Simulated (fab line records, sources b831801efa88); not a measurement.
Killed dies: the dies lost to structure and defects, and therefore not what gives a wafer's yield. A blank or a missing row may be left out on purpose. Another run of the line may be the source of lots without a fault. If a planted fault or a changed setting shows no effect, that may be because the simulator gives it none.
fab line records	flow sky130
record: lots: 6	wafers: 18	last-day: 49
route steps=708 shown VIA4@651 METAL5@661 PAD_OPEN@708
lots that met no fault: taken from a fault-free run of the same line
start-h: start of the lot's first displayed wafer, in hours after the record's first day	wait-h: how many hours have passed since the lot's step before this one	" as in the row above	L1.1+2: several wafers, shown together as one row	- either no value or no given start	* or withheld: withheld	< > ~ a bound
route shown NAME@n: a module of which the file shows steps, and the number in the route of the first	usual: average and standard deviation across the fault-free wafers	same: alike in all rows	chamber/n: place in a boat	sites: per-site readings	_std_site: standard deviation across them	_edge_site: mean of outer sites minus mean of inner sites	radius-mm: how far each site lies from the wafer's centre	mask NAME#n: copy n	behind: the tool/chamber that last shaped the wafer	hold: the reason the lot was held/the length of the hold in hours/how it ended	device: transistor that didn't switch, given as n, p or np	end of line: tests run on the same wafers once the route is complete	for a step that has no rows: nothing shown but its recipe	killed: the dies lost at the first sort to structure and to defects; this is not the yield of the wafer	map: per-die view of a wafer (x killed, . not killed, _ where there is no die)
set.NAME: the setting that was run; set.NAME@STEP: the one run at that earlier step	model.NAME: the simulator's own value behind a step, which no gauge read
a table for each step, a row for each wafer; lots at some steps of the route
services: when a tool's chamber went out of use (start-h, in hours from the record's first day, below 0 if earlier), for how many hours, and the reason
== steps ==
step: SKY_VIA4_ETCH_12
recipe: target: SiO2	chemistry: C4F8/O2/Ar	stop-on: TiN	mask-material: NOVOLAK	source-w: 1500	bias-w: 1200	pressure-mtorr: 40	c4f8-flow-sccm: withheld	O2_flow_sccm: 6	Ar_flow_sccm: 300	time-s: withheld	target-depth-a: 5800
step: SKY_VIA4_STRIP_13
recipe: chemistry: O2/N2	power-w: 1400	pressure-mtorr: 1500	platen-temp-c: withheld	o2-flow-sccm: 3000	n2-flow-sccm: 300	overash-fraction: 0.5
usual: drypump-motor-current-A: 5.9/0.46	n2-flow-sccm: 300.0/0.82	oes-product-au: 0.710/0.0047	strip-time-to-endpoint-s: 12.80/0.032
lot.wafer	tool	chamber	start-h	wait-h	drypump-motor-current-A	n2-flow-sccm	oes-product-au	rf-hours-counter-h	strip-time-to-endpoint-s
L598.2	plasma-asher-03	1	1021.88	-	6.5	300.2	0.710	29	12.75
L598.3	"	0	"	"	6.1	299.8	0.707	-	12.78
L598.5	"	0	"	"	6.1	299.6	0.709	-	12.81
L602.2	plasma-asher-02	0	1049.95	-	5.5	299.3	0.710	58	12.77
L602.3	"	0	"	"	5.6	298.1	0.710	-	12.79
L602.6	"	0	"	"	5.5	299.5	0.709	-	12.78
L611.1	plasma-asher-02	0	1107.90	-	5.5	299.2	0.708	63	12.78
L611.5	"	1	"	"	5.6	301.0	0.711	-	12.79
L611.6	"	0	"	"	5.5	300.6	0.721	-	12.80
L613.1	plasma-asher-04	1	1116.40	-	5.5	300.2	0.713	5	12.79
L613.2	"	0	"	"	5.0	299.4	0.710	5	12.78
L613.6	"	1	"	"	5.4	300.0	0.716	-	12.82
L612.1	plasma-asher-02	1	1120.20	-	5.6	299.2	0.719	64	12.81
L612.2	"	0	"	"	5.5	299.4	0.720	64	12.79
L612.3	"	1	"	"	5.5	299.8	0.705	-	12.80
L615.2	plasma-asher-02	0	1126.41	-	5.5	300.8	0.714	65	12.77
L615.3	"	0	"	"	5.6	300.3	0.708	-	12.82
L615.5	"	1	"	"	5.6	298.9	0.714	-	12.81
step: SKY_VIA4_STRIP_14
recipe: chemistry: post-etch-residue-remover	time-s: 1200	temp-c: 72.5
step: SKY_VIA4_CLEAN_15
recipe: chemistry: IPA	time-s: 180	temp-c: 25
step: SKY_VIA4_CLEAN_16
recipe: chemistry: O3/DIW	dry: n2-spin
step: SKY_VIA4_SPUTTER_17
recipe: material: TiN	target-thk-nm: 20	chamber-pressure-pa: 5	power-w: 4000	time-s: 80
usual: throttle-valve-pct: 30.0/0.86
lot.wafer	tool	chamber	start-h	wait-h	throttle-valve-pct
L598.2	pvd-sputter-02	-	1022.47	0.0	30.1
L598.3	"	-	"	"	29.2
L598.5	"	-	"	"	30.6
L602.2	pvd-sputter-02	-	1051.04	0.0	30.4
L602.3	"	-	"	"	29.6
L602.6	"	-	"	"	29.4
L611.1	pvd-sputter-02	-	1108.53	0.0	30.6
L611.5	"	-	"	"	30.6
L611.6	"	-	"	"	29.6
L613.1	pvd-sputter-01	-	1117.11	0.0	29.7
L613.2	"	-	"	"	32.3
L613.6	"	-	"	"	29.8
L612.1	pvd-sputter-01	-	1120.81	0.0	29.0
L612.2	"	-	"	"	29.6
L612.3	"	-	"	"	30.1
L615.2	pvd-sputter-02	-	1127.02	0.0	29.6
L615.3	"	-	"	"	29.4
L615.5	"	-	"	"	28.9
step: SKY_VIA4_CVD_18
recipe: material: W	target-thk-nm: 505	time-s: 152.14	temp-c: 400	pressure-torr: 40
step: SKY_VIA4_RS_MEAS_19
recipe: thk-meas-gauge: four-point-probe	reads: W_of_VIA4_CVD_18+TiN_of_VIA4_SPUTTER_17
usual: VIA4_W_RS: 0.2275/0.0024
lot.wafer	tool	chamber	start-h	wait-h	VIA4_W_RS[ohm/sq]
L598.2	film-metro-03	-	1022.71	0.1	0.2274
L598.3	"	-	"	"	0.2296
L598.5	"	-	"	"	0.2265
L602.2	film-metro-01	-	1051.28	0.1	0.2302
L602.3	"	-	"	"	0.2248
L602.6	"	-	"	"	0.2281
L611.1	film-metro-03	-	1108.74	0.1	0.2284
L611.5	"	-	"	"	0.2265
L611.6	"	-	"	"	0.2300
L613.1	film-metro-03	-	1117.32	0.1	0.2302
L613.2	"	-	"	"	0.2280
L613.6	"	-	"	"	0.2275
L612.1	film-metro-03	-	1121.17	0.3	0.2249
L612.2	"	-	"	"	0.2283
L612.3	"	-	"	"	0.2259
L615.2	film-metro-01	-	1127.25	0.1	0.2297
L615.3	"	-	"	"	0.2254
L615.5	"	-	"	"	0.2304
step: SKY_VIA4_THK_MEAS_20
recipe: thk-meas-gauge: xrf	reads: W_of_VIA4_CVD_18
usual: VIA4_W_THK: 510/8.2
lot.wafer	tool	chamber	start-h	wait-h	VIA4_W_THK[nm]
L598.2	film-metro-03	-	1022.82	0.1	508
L598.3	"	-	"	"	504
L598.5	"	-	"	"	507
L602.2	film-metro-01	-	1051.39	0.1	503
L602.3	"	-	"	"	520
L602.6	"	-	"	"	508
L611.1	film-metro-03	-	1108.86	0.1	505
L611.5	"	-	"	"	510
L611.6	"	-	"	"	504
L613.1	film-metro-03	-	1117.44	0.1	506
L613.2	"	-	"	"	510
L613.6	"	-	"	"	507
L612.1	film-metro-03	-	1121.29	0.1	516
L612.2	"	-	"	"	506
L612.3	"	-	"	"	512
L615.2	film-metro-01	-	1127.36	0.1	506
L615.3	"	-	"	"	513
L615.5	"	-	"	"	503
step: SKY_VIA4_CMP_21
recipe: stop-on: SiO2	t-overpolish-s: 25	down-force-psi: 3.5	platen-rpm: 58.9	target-thk-nm: 0	pad-velocity-m-s: 0.94248
step: SKY_METAL5_SPUTTER_00
recipe: material: Ti	target-thk-nm: 15	power-w: 3000	time-s: 10	chamber-pressure-pa: 0.4
usual: throttle-valve-pct: 30.1/0.86
lot.wafer	tool	chamber	start-h	wait-h	throttle-valve-pct
L598.2	pvd-sputter-02	-	1023.17	0.2	29.5
L598.3	"	-	"	"	30.4
L598.5	"	-	"	"	29.2
L602.2	pvd-sputter-01	-	1051.74	0.1	32.2
L602.3	"	-	"	"	30.2
L602.6	"	-	"	"	29.1
L611.1	pvd-sputter-01	-	1109.22	0.2	32.1
L611.5	"	-	"	"	29.1
L611.6	"	-	"	"	29.3
L613.1	pvd-sputter-04	-	1117.80	0.1	30.3
L613.2	"	-	"	"	30.5
L613.6	"	-	"	"	29.6
L612.1	pvd-sputter-01	-	1121.65	0.1	29.5
L612.2	"	-	"	"	29.1
L612.3	"	-	"	"	30.4
L615.2	pvd-sputter-02	-	1127.71	0.1	29.8
L615.3	"	-	"	"	29.5
L615.5	"	-	"	"	29.2
step: SKY_METAL5_SPUTTER_01
recipe: material: TiN	target-thk-nm: 20	power-w: 6500	time-s: 16.7	chamber-pressure-pa: 0.4
step: SKY_METAL5_SPUTTER_02
recipe: material: AlCu	target-thk-nm: 1150	power-w: 10600	time-s: 61.2	chamber-pressure-pa: 0.4
usual: throttle-valve-pct: 30.1/0.86
lot.wafer	tool	chamber	start-h	wait-h	throttle-valve-pct
L598.2	pvd-sputter-02	-	1023.21	0.0	29.5
L598.3	"	-	"	"	30.3
L598.5	"	-	"	"	29.1
L602.2	pvd-sputter-01	-	1051.78	0.0	32.4
L602.3	"	-	"	"	30.1
L602.6	"	-	"	"	29.2
L611.1	pvd-sputter-01	-	1109.27	0.0	32.4
L611.5	"	-	"	"	29.4
L611.6	"	-	"	"	29.6
L613.1	pvd-sputter-04	-	1117.85	0.0	30.5
L613.2	"	-	"	"	30.5
L613.6	"	-	"	"	29.8
L612.1	pvd-sputter-01	-	1121.70	0.0	29.9
L612.2	"	-	"	"	29.3
L612.3	"	-	"	"	30.3
L615.2	pvd-sputter-02	-	1127.76	0.0	29.9
L615.3	"	-	"	"	29.6
L615.5	"	-	"	"	29.3
step: SKY_METAL5_SPUTTER_03
recipe: material: Ti	target-thk-nm: 5	power-w: 3000	time-s: 3.3	chamber-pressure-pa: 0.4
usual: throttle-valve-pct: 30.1/0.86
lot.wafer	tool	chamber	start-h	wait-h	throttle-valve-pct
L598.2	pvd-sputter-02	-	1023.26	0.0	29.7
L598.3	"	-	"	"	30.5
L598.5	"	-	"	"	29.0
L602.2	pvd-sputter-01	-	1051.84	0.0	32.3
L602.3	"	-	"	"	30.1
L602.6	"	-	"	"	29.4
L611.1	pvd-sputter-01	-	1109.32	0.0	32.3
L611.5	"	-	"	"	29.2
L611.6	"	-	"	"	29.6
L613.1	pvd-sputter-04	-	1117.90	0.0	30.1
L613.2	"	-	"	"	30.6
L613.6	"	-	"	"	29.5
L612.1	pvd-sputter-01	-	1121.75	0.0	29.3
L612.2	"	-	"	"	29.1
L612.3	"	-	"	"	30.2
L615.2	pvd-sputter-02	-	1127.81	0.0	29.5
L615.3	"	-	"	"	29.3
L615.5	"	-	"	"	29.3
step: SKY_METAL5_SPUTTER_04
recipe: material: TiN	target-thk-nm: 70	power-w: 6500	time-s: 58.3	chamber-pressure-pa: 0.4
step: SKY_METAL5_RS_MEAS_05
recipe: thk-meas-gauge: four-point-probe	reads: TiN_of_METAL5_SPUTTER_04+Ti_of_METAL5_SPUTTER_03+AlCu_of_METAL5_SPUTTER_02+TiN_of_METAL5_SPUTTER_01+Ti_of_METAL5_SPUTTER_00
usual: METAL5_ALCU_RS: 0.0271/0.00032
lot.wafer	tool	chamber	start-h	wait-h	METAL5_ALCU_RS[ohm/sq]
L598.2	film-metro-03	-	1023.36	0.1	0.0272
L598.3	"	-	"	"	0.0274
L598.5	"	-	"	"	0.0270
L602.2	film-metro-02	-	1051.92	0.0	0.0273
L602.3	"	-	"	"	0.0273
L602.6	"	-	"	"	0.0273
L611.1	film-metro-04	-	1109.38	0.0	0.0272
L611.5	"	-	"	"	0.0330
L611.6	"	-	"	"	0.0273
L613.1	film-metro-02	-	1117.97	0.0	0.0262
L613.2	"	-	"	"	0.0262
L613.6	"	-	"	"	0.0262
L612.1	film-metro-03	-	1121.82	0.0	0.0270
L612.2	"	-	"	"	0.0324
L612.3	"	-	"	"	0.0265
L615.2	film-metro-02	-	1127.90	0.0	0.0269
L615.3	"	-	"	"	0.0269
L615.5	"	-	"	"	0.0269
step: SKY_METAL5_THK_MEAS_06
recipe: thk-meas-gauge: xrf	reads: AlCu_of_METAL5_SPUTTER_02
usual: METAL5_ALCU_THK: 1156/13
lot.wafer	tool	chamber	start-h	wait-h	METAL5_ALCU_THK[nm]
L598.2	film-metro-03	-	1023.47	0.1	1155
L598.3	"	-	"	"	1145
L598.5	"	-	"	"	1156
L602.2	film-metro-02	-	1052.03	0.1	1141
L602.3	"	-	"	"	1139
L602.6	"	-	"	"	1145
L611.1	film-metro-04	-	1109.50	0.1	1156
L611.5	"	-	"	"	985
L611.6	"	-	"	"	1154
L613.1	film-metro-02	-	1118.09	0.1	1185
L613.2	"	-	"	"	1183
L613.6	"	-	"	"	1185
L612.1	film-metro-03	-	1121.94	0.1	1159
L612.2	"	-	"	"	1006
L612.3	"	-	"	"	1180
L615.2	film-metro-02	-	1128.01	0.1	1155
L615.3	"	-	"	"	1157
L615.5	"	-	"	"	1151
step: SKY_METAL5_DEHYDRATE_07
recipe: temp-c: 200	time-s: 60
step: SKY_METAL5_HMDS_08
recipe: prime-time-s: 60	prime-temp-c: 120
step: SKY_METAL5_COAT_09
recipe: resist: NOVOLAK	spin-rpm: 3000	resist-thk-nm: 1800
step: SKY_METAL5_SOFTBAKE_10
recipe: temp-c: 90	time-s: 60	resist: NOVOLAK
step: SKY_METAL5_EXPOSE_11
recipe: mask-id: MM5	na: 0.6	source-shape: conventional	sigma-outer: 0.6	polarization: unpolarized	target-cd-nm: 1600	dose-mj: 190
step: SKY_METAL5_PEB_12
recipe: temp-c: withheld	time-s: *	resist: NOVOLAK
step: SKY_METAL5_DEVELOP_13
recipe: resist: NOVOLAK	developer: TMAH	develop-time-s: 60	dev-temp-c: 23
step: SKY_METAL5_DESCUM_14
recipe: chemistry: O2	source-power-w: 150	bias-power-w: 0	pressure-mtorr: 10	temp-c: 40	time-s: 11
step: SKY_METAL5_METAL_ETCH_15
recipe: target-depth-a: 12600	stop-on: SiO2	over-etch-frac: 0.2	time-s: 252	chemistry: Cl2/BCl3	resist-sidewall-deg: 86	pressure-mtorr: 10	icp-w: 900	bias-w: 48.5	Cl2_flow_sccm: 60	bcl3-flow-sccm: 30
usual: bcl3-flow-sccm: 29.98/0.096	drypump-motor-current-A: 5.7/0.31	oes-product-au: 0.895/0.0051	throttle-valve-pct: 22.265/0.009
lot.wafer	tool	chamber	start-h	wait-h	bcl3-flow-sccm	drypump-motor-current-A	oes-product-au	rf-hours-counter-h	throttle-valve-pct
L598.2	rie-metal-04	0	1045.93	0.0	30.12	6.0	0.894	9	22.262
L598.3	"	1	"	"	30.03	5.5	0.902	-	22.256
L598.5	"	0	"	"	30.12	6.0	0.894	-	22.265
L602.2	rie-metal-01	0	1073.41	0.0	30.07	5.8	0.897	7	22.267
L602.3	"	1	"	"	29.76	6.4	0.900	-	22.262
L602.6	"	1	"	"	29.96	6.3	0.884	-	22.268
L611.1	rie-metal-02	0	1129.33	0.0	29.92	5.6	0.892	17	22.273
L611.5	"	1	"	"	30.08	5.3	0.813	-	22.275
L611.6	"	0	"	"	29.94	5.5	0.895	-	22.278
L613.1	rie-metal-01	0	1137.04	0.1	29.96	5.8	0.898	13	22.250
L613.2	"	0	"	"	29.89	5.8	0.890	-	22.275
L613.6	"	0	"	"	29.97	5.8	0.900	-	22.264
L612.1	rie-metal-01	1	1140.83	0.0	30.08	6.3	0.895	15	22.279
L612.2	"	0	"	"	29.97	5.8	0.826	13	22.251
L612.3	"	0	"	"	29.91	5.9	0.891	-	22.261
L615.2	rie-metal-02	0	1146.42	0.0	29.98	5.5	0.891	19	22.261
L615.3	"	0	"	"	30.01	5.5	0.896	-	22.281
L615.5	"	1	"	"	30.02	5.4	0.900	-	22.267
step: SKY_METAL5_STRIP_16
recipe: chemistry: O2/N2	power-w: 1400	pressure-mtorr: 1500	platen-temp-c: withheld	o2-flow-sccm: 3000	n2-flow-sccm: 300	overash-fraction: 0.5
usual: drypump-motor-current-A: 5.9/0.46	n2-flow-sccm: 300.0/0.86	oes-product-au: 0.710/0.0047	strip-time-to-endpoint-s: 13.01/0.09
lot.wafer	tool	chamber	start-h	wait-h	drypump-motor-current-A	n2-flow-sccm	oes-product-au	rf-hours-counter-h	strip-time-to-endpoint-s
L598.2	plasma-asher-01	1	1046.16	0.2	5.9	300.6	0.712	90	13.03
L598.3	"	0	"	"	5.8	298.9	0.714	-	13.01
L598.5	"	1	"	"	5.8	300.4	0.715	-	13.09
L602.2	plasma-asher-01	1	1073.64	0.2	5.9	299.0	0.706	93	13.08
L602.3	"	0	"	"	5.8	300.9	0.720	-	12.91
L602.6	"	0	"	"	5.7	300.6	0.706	-	12.95
L611.1	plasma-asher-01	1	1129.56	0.2	5.9	301.3	0.705	98	12.99
L611.5	"	1	"	"	5.9	301.9	0.704	-	13.01
L611.6	"	0	"	"	5.8	300.9	0.716	-	13.04
L613.1	plasma-asher-03	0	1137.51	0.4	6.1	300.5	0.712	41	13.11
L613.2	"	1	"	"	6.4	301.4	0.703	41	13.12
L613.6	"	0	"	"	6.1	300.2	0.713	-	13.08
L612.1	plasma-asher-04	0	1141.07	0.2	5.0	299.4	0.706	8	13.06
L612.2	"	1	"	"	5.5	300.2	0.704	8	12.96
L612.3	"	1	"	"	5.4	300.6	0.707	-	12.91
L615.2	plasma-asher-04	1	1146.66	0.2	5.4	299.7	0.714	8	13.00
L615.3	"	1	"	"	5.4	300.0	0.714	-	13.12
L615.5	"	1	"	"	5.4	298.8	0.711	-	13.00
step: SKY_PAD_OPEN_PROBE_99
usual: defect-limited-yield: 82.6/2.1	killed_at_M0_to_M3: 43/7.3	killed_at_M4_up: 3.1/1.8	killed-at-contacts: 24/5.4	killed-at-front-end: 15/4.1	killed-at-other: 0.2/0.52	killed-dies: 86/10	killed-open: 47/7.3	killed-short: 39/6.4	sort_bin_3_pad_short: 0.8/0.37	sort_bin_5_function: 10.1/1.4	sort_bin_6_memory: 6.4/1.2	sort-n-pass: 406/10	sort-yield-pct: 82.6/2.1
same: gross-dies: 492	killed-at-back-side: 0	sort_bin_4_leakage[%]: 0	sort_bin_8_speed[%]: 0
lot.wafer	tool	chamber	start-h	wait-h	defect-limited-yield[%]	killed_at_M0_to_M3	killed_at_M4_up	killed-at-contacts	killed-at-front-end	killed-at-other	killed-dies	killed-open	killed-short	sort_bin_3_pad_short[%]	sort_bin_5_function[%]	sort_bin_6_memory[%]	sort-n-pass	sort-yield-pct[%]	model.etest.met5.rs-ohm-sq-rim-less-centre
L598.2	prober-02	-	1092.16	0.1	82.1	52	2	23	11	0	88	51	37	1.0	11.0	5.9	404	82.1	1.808e-05
L598.3	prober-02	-	1092.21	0.2	83.1	35	7	24	17	0	83	47	36	1.2	9.6	6.1	409	83.1	-0.00031
L598.5	prober-02	-	1092.31	0.2	77.8	53	6	28	22	0	109	62	47	1.0	13.4	7.7	383	77.8	-0.0002331
L602.2	prober-02	-	1117.11	0.1	78.7	49	4	33	18	1	105	62	43	0.2	11.8	9.3	387	78.7	0.0005591
L602.3	prober-02	-	1117.16	0.2	81.5	48	3	23	17	0	91	51	40	1.0	11.4	6.1	401	81.5	-0.0006375
L602.6	prober-02	-	1117.31	0.2	81.7	43	2	33	12	0	90	52	38	1.2	10.2	6.9	402	81.7	-0.0004335
L611.1	prober-01	-	1168.72	0.1	85.2	36	5	17	15	0	73	45	28	0.4	8.3	6.1	419	85.2	0.0001506
L611.5	prober-01	-	1168.92	0.2	80.1	55	5	24	14	0	98	52	46	0.6	12.4	6.9	394	80.1	0.009334
L611.6	prober-01	-	1168.97	0.2	83.3	43	2	25	11	1	82	47	35	1.0	9.8	5.9	410	83.3	0.0004716
L613.1	prober-02	-	1175.61	0.1	80.9	44	1	33	16	0	94	52	42	1.2	10.4	7.5	398	80.9	0.0002419
L613.2	prober-02	-	1175.66	0.1	81.7	53	2	21	14	0	90	53	37	0.8	10.4	7.1	402	81.7	0.0003865
L613.6	prober-02	-	1175.86	0.2	85.2	38	5	18	12	0	73	46	27	1.0	9.6	4.3	419	85.2	0.0002555
L612.1	prober-01	-	1178.60	0.1	86.6	33	1	20	12	0	66	36	29	0.6	7.3	5.5	426	86.6	-0.000389
L612.2	prober-01	-	1178.65	0.1	82.7	41	0	33	11	0	85	46	39	0.6	9.1	7.5	407	82.7	0.008476
L612.3	prober-01	-	1178.70	0.2	80.7	51	4	29	11	0	95	54	41	1.2	11.0	7.1	397	80.7	-0.000936
L615.2	prober-01	-	1185.18	0.1	85.2	40	0	19	14	0	73	40	33	0.8	10.4	3.7	419	85.2	-0.0001379
L615.3	prober-01	-	1185.23	0.2	80.5	51	4	30	11	0	96	57	39	1.2	10.6	7.7	396	80.5	-0.0001772
L615.5	prober-01	-	1185.33	0.2	82.9	45	4	22	13	0	84	40	44	1.4	9.8	5.9	408	82.9	0.0002463
killed by level:class
L598.2 VIA1:geometric-particle:open=15 VIA3:geometric-particle:open=10 CONTACT:geometric-particle:open=9 LI_CONTACT:geometric-particle:open=7 VIA1:geometric-particle:short=6 METAL1:geometric-particle:short=4 VIA2:geometric-particle:open=4 VIA3:geometric-particle:short=4
L598.3 LI_CONTACT:geometric-particle:open=12 VIA1:geometric-particle:open=9 FIELD_ISO:geometric-particle:short=5 CONTACT:geometric-particle:short=5 VIA1:geometric-particle:short=5 VIA2:geometric-particle:short=5 POLY_GATE:geometric-particle:short=4 CONTACT:geometric-particle:open=4
L598.5 VIA1:geometric-particle:open=12 LI_CONTACT:geometric-particle:open=11 VIA2:geometric-particle:open=8 FIELD_ISO:geometric-particle:open=7 VIA3:geometric-particle:open=7 CONTACT:geometric-particle:open=7 LI_CONTACT:geometric-particle:short=5 POLY_GATE:geometric-particle:short=5
L602.2 CONTACT:geometric-particle:open=13 VIA1:geometric-particle:open=11 LI_CONTACT:geometric-particle:open=11 METAL3:geometric-particle:short=8 FIELD_ISO:geometric-particle:open=7 VIA1:geometric-particle:short=7 VIA3:geometric-particle:open=6 VIA2:geometric-particle:open=5
L602.3 VIA1:geometric-particle:open=13 CONTACT:geometric-particle:open=10 VIA3:geometric-particle:open=8 CONTACT:geometric-particle:short=7 FIELD_ISO:geometric-particle:open=6 VIA1:geometric-particle:short=5 METAL2:geometric-particle:short=5 POLY_GATE:geometric-particle:short=4
L602.6 CONTACT:geometric-particle:open=15 VIA1:geometric-particle:open=8 FIELD_ISO:geometric-particle:open=6 VIA3:geometric-particle:short=6 LI_CONTACT:geometric-particle:open=6 VIA3:geometric-particle:open=6 CONTACT:geometric-particle:short=6 METAL1:geometric-particle:short=5
L611.1 VIA2:geometric-particle:open=7 VIA1:geometric-particle:open=7 CONTACT:geometric-particle:open=7 FIELD_ISO:geometric-particle:open=5 LI_CONTACT:geometric-particle:open=5 VIA3:geometric-particle:open=5 METAL2:geometric-particle:short=4 VIA3:geometric-particle:short=4
L611.5 VIA1:geometric-particle:open=13 CONTACT:geometric-particle:open=9 METAL1:geometric-particle:short=7 VIA1:geometric-particle:short=7 VIA3:geometric-particle:open=7 LI_CONTACT:geometric-particle:open=6 VIA3:geometric-particle:short=6 CONTACT:geometric-particle:short=5
L611.6 VIA1:geometric-particle:open=10 VIA2:geometric-particle:open=10 CONTACT:geometric-particle:open=6 LI_CONTACT:geometric-particle:open=5 LOCAL_INTERCONNECT:geometric-particle:short=5 CONTACT:geometric-particle:short=5 FIELD_ISO:geometric-particle:short=3 FIELD_ISO:geometric-particle:open=3
L613.1 CONTACT:geometric-particle:open=14 VIA3:geometric-particle:open=10 VIA1:geometric-particle:open=8 LI_CONTACT:geometric-particle:open=7 METAL2:geometric-particle:short=6 METAL1:geometric-particle:short=5 FIELD_ISO:geometric-particle:short=4 POLY_GATE:geometric-particle:open=4
L613.2 VIA1:geometric-particle:open=13 LI_CONTACT:geometric-particle:open=6 METAL1:geometric-particle:short=6 VIA1:geometric-particle:short=6 VIA2:geometric-particle:open=6 VIA3:geometric-particle:open=6 POLY_GATE:geometric-particle:open=5 CONTACT:geometric-particle:open=5
L613.6 VIA1:geometric-particle:open=12 CONTACT:geometric-particle:open=7 VIA3:geometric-particle:open=7 LOCAL_INTERCONNECT:geometric-particle:short=4 LI_CONTACT:geometric-particle:open=4 VIA2:geometric-particle:open=4 FIELD_ISO:geometric-particle:short=3 METAL1:geometric-particle:short=3
L612.1 VIA1:geometric-particle:open=9 LI_CONTACT:geometric-particle:open=7 VIA1:geometric-particle:short=6 METAL2:geometric-particle:short=5 CONTACT:geometric-particle:open=5 FIELD_ISO:geometric-particle:short=4 LOCAL_INTERCONNECT:geometric-particle:short=4 CONTACT:geometric-particle:short=3
L612.2 CONTACT:geometric-particle:open=11 VIA1:geometric-particle:open=8 VIA3:geometric-particle:open=7 LOCAL_INTERCONNECT:geometric-particle:short=6 CONTACT:geometric-particle:short=5 LI_CONTACT:geometric-particle:open=5 LI_CONTACT:geometric-particle:short=5 VIA2:geometric-particle:short=5
L612.3 VIA1:geometric-particle:open=16 CONTACT:geometric-particle:open=14 VIA1:geometric-particle:short=7 VIA2:geometric-particle:open=7 METAL3:geometric-particle:short=6 LOCAL_INTERCONNECT:geometric-particle:short=5 CONTACT:geometric-particle:short=5 METAL2:geometric-particle:short=5
L615.2 VIA2:geometric-particle:open=11 VIA1:geometric-particle:open=10 FIELD_ISO:geometric-particle:open=6 LI_CONTACT:geometric-particle:open=5 LOCAL_INTERCONNECT:geometric-particle:short=5 VIA1:geometric-particle:short=5 METAL2:geometric-particle:short=5 METAL1:geometric-particle:short=4
L615.3 VIA3:geometric-particle:open=14 CONTACT:geometric-particle:open=11 LI_CONTACT:geometric-particle:open=8 VIA1:geometric-particle:open=8 VIA2:geometric-particle:open=8 METAL2:geometric-particle:short=7 CONTACT:geometric-particle:short=4 LOCAL_INTERCONNECT:geometric-particle:short=4
L615.5 METAL1:geometric-particle:short=8 METAL2:geometric-particle:short=8 LI_CONTACT:geometric-particle:open=7 VIA1:geometric-particle:open=7 VIA2:geometric-particle:open=6 CONTACT:geometric-particle:open=5 CONTACT:geometric-particle:short=5 FIELD_ISO:geometric-particle:short=4
== services ==
tool	chamber	start-h	hours	kind
pvd-sputter-01	-	1007.91	8.1	repair
pvd-sputter-02	-	1016.03	3.7	repair
plasma-asher-04	-	1047.70	2.6	repair
plasma-asher-02	-	1048.43	1.0	repair
rie-metal-01	0	1050.43	1.4	repair
plasma-asher-04	-	1055.30	9.0	pm
plasma-asher-04	0	1055.30	9.0	vent-cycle
plasma-asher-04	1	1055.30	9.0	vent-cycle
plasma-asher-01	-	1060.11	0.4	repair
plasma-asher-04	0	1064.30	-	clean
plasma-asher-04	1	1064.30	-	clean
pvd-sputter-04	-	1066.26	0.7	repair
plasma-asher-02	-	1072.43	6.4	repair
pvd-sputter-04	0	1089.66	-	consumable-replace:kit
pvd-sputter-02	0	1099.46	-	consumable-replace:kit
pvd-sputter-02	0	1099.46	18.0	scheduled-down
pvd-sputter-02	0	1099.46	18.0	vent-cycle
plasma-asher-01	-	1113.14	9.2	repair
pvd-sputter-02	-	1115.66	5.3	repair
rie-metal-01	1	1120.83	16.7	repair
pvd-sputter-01	3	1125.73	-	consumable-replace:kit
pvd-sputter-01	3	1125.73	18.0	scheduled-down
pvd-sputter-01	3	1125.73	18.0	vent-cycle
plasma-asher-03	-	1129.91	1.6	repair
== key ==
first-sign: step: SKY_METAL5_RS_MEAS_05	reading: METAL5_ALCU_RS	direction: up	sigmas: 18	usual: 0.0271	struck: 0.0327
effect: step: SKY_METAL5_THK_MEAS_06	reading: METAL5_ALCU_THK	direction: down	sigmas: 12	usual: 1156	struck: 995
effect: step: SKY_METAL5_METAL_ETCH_15	reading: oes-product-au	direction: down	sigmas: 15	usual: 0.895	struck: 0.820
model-effect: step: SKY_PAD_OPEN_PROBE_99	value: etest.met5.rs-ohm-sq-rim-less-centre	without: 3.455e-05	struck: 0.008905
met-at SKY_METAL5_SPUTTER_02
struck-wafers L611.5,L612.2
onset-between 1051.78 1109.27
fault: kind: site-profile-drift	tool: pvd-sputter-01	chamber: -	onset-h: 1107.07	steps: SKY_METAL5_SPUTTER_02	basis: fraction	max-abs-drift: 0.32137	slope-share-per-hr: 71.416	site-pattern: 0,0,0,0,0,-1,-1,-1,-1	scope: struck-wafers-only
